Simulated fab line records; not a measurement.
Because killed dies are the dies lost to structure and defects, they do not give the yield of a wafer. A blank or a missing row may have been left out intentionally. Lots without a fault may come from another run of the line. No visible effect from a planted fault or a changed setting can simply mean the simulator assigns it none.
fab line records | flow gf180mcu
record: lots: 12 wafers: 36 last_day: 34
route steps=602 shown CONTACT@287 M1@318 V1@337
lots untouched by any fault: they come from a run of this same line in which no faults occurred
start_h: hours from the record's first day to the start of the lot's first wafer shown | wait_h: how many hours have passed since the lot's step before this one | " the same as in the row above | L1.1+2: a single row standing in for several wafers | - no value present, or no start provided | * or withheld: withheld | < > ~ a bound
route shown NAME@n: a module of which the file shows steps, and the number in the route of the first | usual: mean/standard deviation taken from wafers without a fault | same: alike in all rows | chamber/n: place in a boat | sites: the reading at each site | _std_site: the values' standard deviation | _edge_site: inner sites' mean taken away from outer sites' mean | radius_mm: how far each site lies from the wafer's centre | mask NAME#n: copy n | behind: the tool/chamber that last shaped the wafer | hold: why the lot was held/for how many hours/how that ended | device: which transistor (n, p or np) failed to switch | end of line: the tests these same wafers got at the end of their route | a step given without rows: its recipe and nothing more | killed: dies that structure and defects cost at the first sort, which is not the same as the wafer's yield | map: the dies of a wafer, with x for killed, . for not killed, _ for no die there
set.NAME: setting as actually run; set.NAME@STEP: the setting as run at that earlier step | model.NAME: the simulator's own value behind a step, which no gauge read
a sample of lots followed through the steps of the route, with each step as a table and each wafer as a row
services: from which hour (start_h, from the record's first day; less than 0 if before it) a tool's chamber was out of use, for how many hours, and why
== steps ==
step: GF_CONTACT_CVD_00
recipe: material: SiO2 target_thk_nm: 300 sigma_open_frac: 0.3 temp_c: 400 time_s: 50 sih4_flow_sccm: 60 pressure_mtorr: 6
usual: sih4_flow_sccm: 60.00/0.18 susceptor_temp_C: 399.98/0.23
same: time_s: 50
columns lot.wafer tool chamber start_h wait_h sih4_flow_sccm susceptor_temp_C
L836.1 hdpcvd-01 0 343.20 0.1 59.65 400.26
L836.4 " 0 " " 59.89 400.13
L836.6 " 1 " " 59.69 399.82
L838.2 hdpcvd-02 2 360.85 0.1 59.91 399.95
L838.3 " 1 " " 59.94 399.97
L838.4 " 1 " " 59.81 399.63
L841.2 hdpcvd-01 2 378.76 0.1 59.85 400.13
L841.5 " 0 " " 59.93 400.01
L841.6 " 2 " " 59.73 399.84
L842.1 hdpcvd-01 0 387.61 0.1 59.67 399.60
L842.4 " 0 " " 60.16 399.93
L842.6 " 1 " " 59.88 399.76
L844.3 hdpcvd-02 1 404.56 0.1 60.11 399.78
L844.4 " 1 " " 60.09 399.56
L844.5 " 0 " " 60.22 400.04
L850.2 hdpcvd-02 2 456.32 0.1 59.74 399.85
L850.3 " 1 " " 71.88 399.96
L850.4 " 1 " " 72.11 400.24
L851.1 hdpcvd-02 2 463.84 0.1 59.74 399.84
L851.2 " 0 " " 60.14 400.30
L851.3 " 1 " " 72.06 399.53
L852.1 hdpcvd-02 1 470.11 0.1 71.75 399.90
L852.4 " 1 " " 71.86 399.86
L852.5 " 2 " " 60.32 400.11
L856.1 hdpcvd-01 1 518.47 0.1 59.98 400.20
L856.2 " 2 " " 60.18 399.88
L856.3 " 0 " " 60.21 399.70
L858.1 hdpcvd-01 1 529.65 0.1 60.01 399.93
L858.2 " 0 " " 60.00 400.00
L858.5 " 2 " " 60.22 399.51
L857.1 hdpcvd-02 2 532.34 0.1 60.09 399.95
L857.3 " 1 " " 59.84 400.18
L857.5 " 1 " " 59.99 400.40
L859.1 hdpcvd-02 0 539.41 0.1 60.20 399.57
L859.3 " 1 " " 59.98 400.03
L859.6 " 1 " " 59.90 400.04
step: GF_CONTACT_THK_MEAS_01
recipe: reads: SiO2_of_CONTACT_CVD_00
usual: CONTACT_CVD_00_THK: 301.1/2.7
columns lot.wafer tool chamber start_h wait_h CONTACT_CVD_00_THK[nm]
L836.1 film_metro-03 - 343.24 0.0 299.1
L836.4 " - " " 300.2
L836.6 " - " " 299.4
L838.2 film_metro-01 - 360.90 0.0 300.3
L838.3 " - " " 301.2
L838.4 " - " " 303.3
L841.2 film_metro-03 - 378.82 0.0 297.7
L841.5 " - " " 299.3
L841.6 " - " " 296.9
L842.1 film_metro-01 - 387.65 0.0 302.1
L842.4 " - " " 302.3
L842.6 " - " " 298.4
L844.3 film_metro-01 - 404.63 0.0 301.4
L844.4 " - " " 305.2
L844.5 " - " " 304.3
L850.2 film_metro-03 - 456.37 0.0 301.2
L850.3 " - " " 362.8
L850.4 " - " " 361.8
L851.1 film_metro-01 - 463.89 0.0 299.9
L851.2 " - " " 304.8
L851.3 " - " " 368.6
L852.1 film_metro-04 - 470.15 0.0 364.4
L852.4 " - " " 364.2
L852.5 " - " " 305.2
L856.1 film_metro-03 - 518.51 0.0 294.0
L856.2 " - " " 298.6
L856.3 " - " " 294.6
L858.1 film_metro-03 - 529.70 0.0 300.1
L858.2 " - " " 299.4
L858.5 " - " " 299.9
L857.1 film_metro-04 - 532.38 0.0 304.6
L857.3 " - " " 305.0
L857.5 " - " " 302.6
L859.1 film_metro-03 - 539.45 0.0 301.8
L859.3 " - " " 299.7
L859.6 " - " " 299.7
step: GF_CONTACT_ETCH_17
recipe: chemistry: C4F8/O2/Ar mask_material: KrF target: SiO2 stop_on: CoSi2 source_w: 1500 bias_w: 1200 pressure_mtorr: 40 c4f8_flow_sccm: withheld O2_flow_sccm: 6 Ar_flow_sccm: 300 time_s: withheld target_depth_a: 8600
usual: oes_product_au: 0.816/0.0047
columns lot.wafer tool chamber start_h wait_h oes_product_au
L836.1 rie_diel-03 1 - - 0.818
L836.4 " 3 " " 0.826
L836.6 " 2 " " 0.813
L838.2 rie_diel-01 1 - - 0.812
L838.3 " 2 " " 0.822
L838.4 " 0 " " 0.814
L841.2 rie_diel-02 3 - - 0.816
L841.5 " 2 " " 0.814
L841.6 " 3 " " 0.819
L842.1 rie_diel-03 3 - - 0.819
L842.4 " 2 " " 0.813
L842.6 " 3 " " 0.815
L844.3 rie_diel-01 2 - - 0.814
L844.4 " 0 " " 0.814
L844.5 " 2 " " 0.824
L850.2 rie_diel-02 0 - - 0.814
L850.3 " 3 " " 0.852
L850.4 " 1 " " 0.848
L851.1 rie_diel-01 3 - - 0.817
L851.2 " 1 " " 0.812
L851.3 " 0 " " 0.844
L852.1 rie_diel-02 3 - - 0.851
L852.4 " 0 " " 0.854
L852.5 " 3 " " 0.816
L856.1 rie_diel-01 0 - - 0.808
L856.2 " 3 " " 0.813
L856.3 " 2 " " 0.810
L858.1 rie_diel-02 2 - - 0.805
L858.2 " 1 " " 0.819
L858.5 " 1 " " 0.812
L857.1 rie_diel-01 3 - - 0.812
L857.3 " 1 " " 0.825
L857.5 " 0 " " 0.816
L859.1 rie_diel-03 0 - - 0.815
L859.3 " 3 " " 0.818
L859.6 " 3 " " 0.819
step: GF_M1_SPUTTER_03
recipe: material: Ti target_thk_nm: 10 substrate_temp_c: 300 chamber_pressure_pa: 0.3 power_w: 3000 time_s: 6.7
usual: throttle_valve_pct: 29.8/1.4
same: time_s: 6.7
columns lot.wafer tool chamber start_h wait_h throttle_valve_pct
L836.1 pvd_sputter-04 - 367.30 0.0 29.6
L836.4 " - " " 29.9
L836.6 " - " " 29.5
L838.2 pvd_sputter-01 - 385.55 0.0 32.0
L838.3 " - " " 29.5
L838.4 " - " " 27.8
L841.2 pvd_sputter-02 - 404.39 0.0 31.3
L841.5 " - " " 30.8
L841.6 " - " " 31.3
L842.1 pvd_sputter-01 - 412.96 0.0 30.8
L842.4 " - " " 32.2
L842.6 " - " " 27.6
L844.3 pvd_sputter-02 - 429.38 0.0 30.7
L844.4 " - " " 30.5
L844.5 " - " " 31.4
L850.2 pvd_sputter-02 - 482.18 0.0 30.7
L850.3 " - " " 28.1
L850.4 " - " " 31.3
L851.1 pvd_sputter-04 - 489.79 0.0 29.5
L851.2 " - " " 30.4
L851.3 " - " " 29.6
L852.1 pvd_sputter-01 - 495.34 0.0 27.6
L852.4 " - " " 29.5
L852.5 " - " " 29.4
L856.1 pvd_sputter-02 - 543.01 0.0 28.2
L856.2 " - " " 30.7
L856.3 " - " " 30.9
L858.1 pvd_sputter-04 - 553.45 0.0 30.3
L858.2 " - " " 29.6
L858.5 " - " " 29.5
L857.1 pvd_sputter-01 - 556.80 0.0 31.8
L857.3 " - " " 27.6
L857.5 " - " " 29.5
L859.1 pvd_sputter-02 - 563.00 0.0 30.7
L859.3 " - " " 31.1
L859.6 " - " " 30.8
step: GF_V1_CVD_02
recipe: material: SiO2 target_thk_nm: 850 precursor: TEOS temp_c: 400 time_s: 94.851 rf_w: 600
usual: heater_power_w: 697/110 susceptor_temp_C: 400.00/0.19
same: time_s: 94.851
columns lot.wafer tool chamber start_h wait_h heater_power_w susceptor_temp_C
L836.1 pecvd-04 2 390.82 0.1 594 400.04
L836.4 " 2 " " 455 400.15
L836.6 " 1 " " 760 400.00
L838.2 pecvd-01 2 409.94 0.0 636 399.92
L838.3 " 1 " " 659 399.83
L838.4 " 1 " " 700 399.99
L841.2 pecvd-04 1 429.06 0.0 781 400.38
L841.5 " 1 " " 816 400.56
L841.6 " 0 " " 612 399.82
L842.1 pecvd-01 1 437.49 0.1 570 400.16
L842.4 " 0 " " 845 400.15
L842.6 " 1 " " 623 400.12
L844.3 pecvd-04 1 454.64 0.0 714 400.28
L844.4 " 2 " " 468 399.76
L844.5 " 0 " " 739 400.22
L850.2 pecvd-02 1 506.11 0.0 792 400.23
L850.3 " 2 " " 636 400.17
L850.4 " 2 " " 650 400.14
L851.1 pecvd-02 0 513.23 0.1 817 399.88
L851.2 " 1 " " 816 399.94
L851.3 " 2 " " 594 400.13
L852.1 pecvd-01 0 519.12 0.1 841 399.97
L852.4 " 1 " " 645 400.29
L852.5 " 1 " " 679 399.86
L856.1 pecvd-01 0 566.47 0.1 799 400.19
L856.2 " 1 " " 559 400.07
L856.3 " 2 " " 586 400.09
L858.1 pecvd-04 0 576.65 0.1 709 399.93
L858.2 " 2 " " 557 399.85
L858.5 " 0 " " 744 399.87
L857.1 pecvd-01 2 579.89 0.1 689 400.28
L857.3 " 1 " " 607 399.96
L857.5 " 2 " " 551 400.21
L859.1 pecvd-02 0 585.80 0.1 789 399.97
L859.3 " 2 " " 597 400.03
L859.6 " 0 " " 860 400.01
step: GF_V1_SPUTTER_22
recipe: material: TiN target_thk_nm: 10 chamber_pressure_pa: 5 power_w: 4000 time_s: 40
usual: throttle_valve_pct: 30.2/1.3
same: time_s: 40
columns lot.wafer tool chamber start_h wait_h throttle_valve_pct
L836.1 pvd_sputter-02 - 415.91 0.0 31.1
L836.4 " - " " 30.9
L836.6 " - " " 31.4
L838.2 pvd_sputter-03 - 435.04 0.0 29.3
L838.3 " - " " 29.9
L838.4 " - " " 30.5
L841.2 pvd_sputter-03 - 454.75 0.0 31.5
L841.5 " - " " 29.1
L841.6 " - " " 30.9
L842.1 pvd_sputter-02 - 463.33 0.0 31.4
L842.4 " - " " 30.8
L842.6 " - " " 30.6
L844.3 pvd_sputter-01 - 480.15 0.0 29.4
L844.4 " - " " 27.7
L844.5 " - " " 30.9
L850.2 pvd_sputter-01 - 529.85 0.0 27.5
L850.3 " - " " 29.3
L850.4 " - " " 30.8
L851.1 pvd_sputter-01 - 537.41 0.0 29.4
L851.2 " - " " 31.0
L851.3 " - " " 27.8
L852.1 pvd_sputter-01 - 543.04 0.0 30.9
L852.4 " - " " 32.2
L852.5 " - " " 32.0
L856.1 pvd_sputter-03 - 589.85 0.0 30.4
L856.2 " - " " 29.7
L856.3 " - " " 31.5
L858.1 pvd_sputter-03 - 600.31 0.0 31.8
L858.2 " - " " 30.7
L858.5 " - " " 30.9
L857.1 pvd_sputter-03 - 603.34 0.0 30.0
L857.3 " - " " 29.3
L857.5 " - " " 29.2
L859.1 pvd_sputter-01 - 607.73 0.0 27.5
L859.3 " - " " 30.6
L859.6 " - " " 27.5
== services ==
columns tool chamber start_h hours kind
pecvd-01 2 339.63 9.9 repair
hdpcvd-02 - 352.72 1.3 repair
pvd_sputter-01 - 361.17 8.3 repair
pecvd-01 - 368.88 14.0 pm
hdpcvd-02 - 378.08 0.5 repair
hdpcvd-01 2 393.89 16.8 repair
hdpcvd-01 1 397.41 6.3 repair
pecvd-01 - 403.81 6.0 pm
pecvd-01 2 413.05 4.6 repair
rie_diel-01 1 431.14 15.7 repair
hdpcvd-01 - 445.17 14.6 pm
rie_diel-01 0 445.30 19.6 repair
hdpcvd-01 - 471.44 0.3 repair
pecvd-01 0 495.13 10.5 repair
rie_diel-01 2 515.06 8.7 repair
pecvd-01 2 515.12 4.4 repair
pvd_sputter-02 - 537.28 1.4 repair
hdpcvd-01 - 539.25 15.0 pm
rie_diel-01 1 539.28 3.5 repair
pvd_sputter-02 - 543.85 2.1 repair
hdpcvd-02 0 564.31 13.1 repair
hdpcvd-02 1 565.22 13.9 repair
hdpcvd-02 2 589.25 9.3 repair
pecvd-01 - 601.40 0.5 repair
== key ==
first_sign: step: GF_CONTACT_CVD_00 reading: sih4_flow_sccm direction: up sigmas: 67 usual: 60.00 struck: 71.93
effect: step: GF_CONTACT_THK_MEAS_01 reading: CONTACT_CVD_00_THK direction: up sigmas: 23 usual: 301.1 struck: 364.4
effect: step: GF_CONTACT_ETCH_17 reading: oes_product_au direction: up sigmas: 7.2 usual: 0.816 struck: 0.850
met_at GF_CONTACT_CVD_00
struck_lots L850,L851,L852
struck_wafers L850.3,L850.4,L851.3,L852.1,L852.4
tester_left_out L850,L851,L852
not_acting_at GF_M1_SPUTTER_03,GF_V1_CVD_02,GF_V1_SPUTTER_22
onset_between 404.56 456.32
fault: kind: process_parameter_drift tool: hdpcvd-02 chamber: 1 onset_h: 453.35 steps: GF_CONTACT_CVD_00 channel: sih4_flow_sccm offset: 12 shape: step end_h: 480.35 acts_in: these_recipes_only stated: 60
tester_left_out: of these lots the tester's yield and bins aren't shown, on N5 and GAA mostly nor the transistor test; their killed dies are dies lost to structure and defects alone, not to doping, threshold or leakage, so they don't give the yield
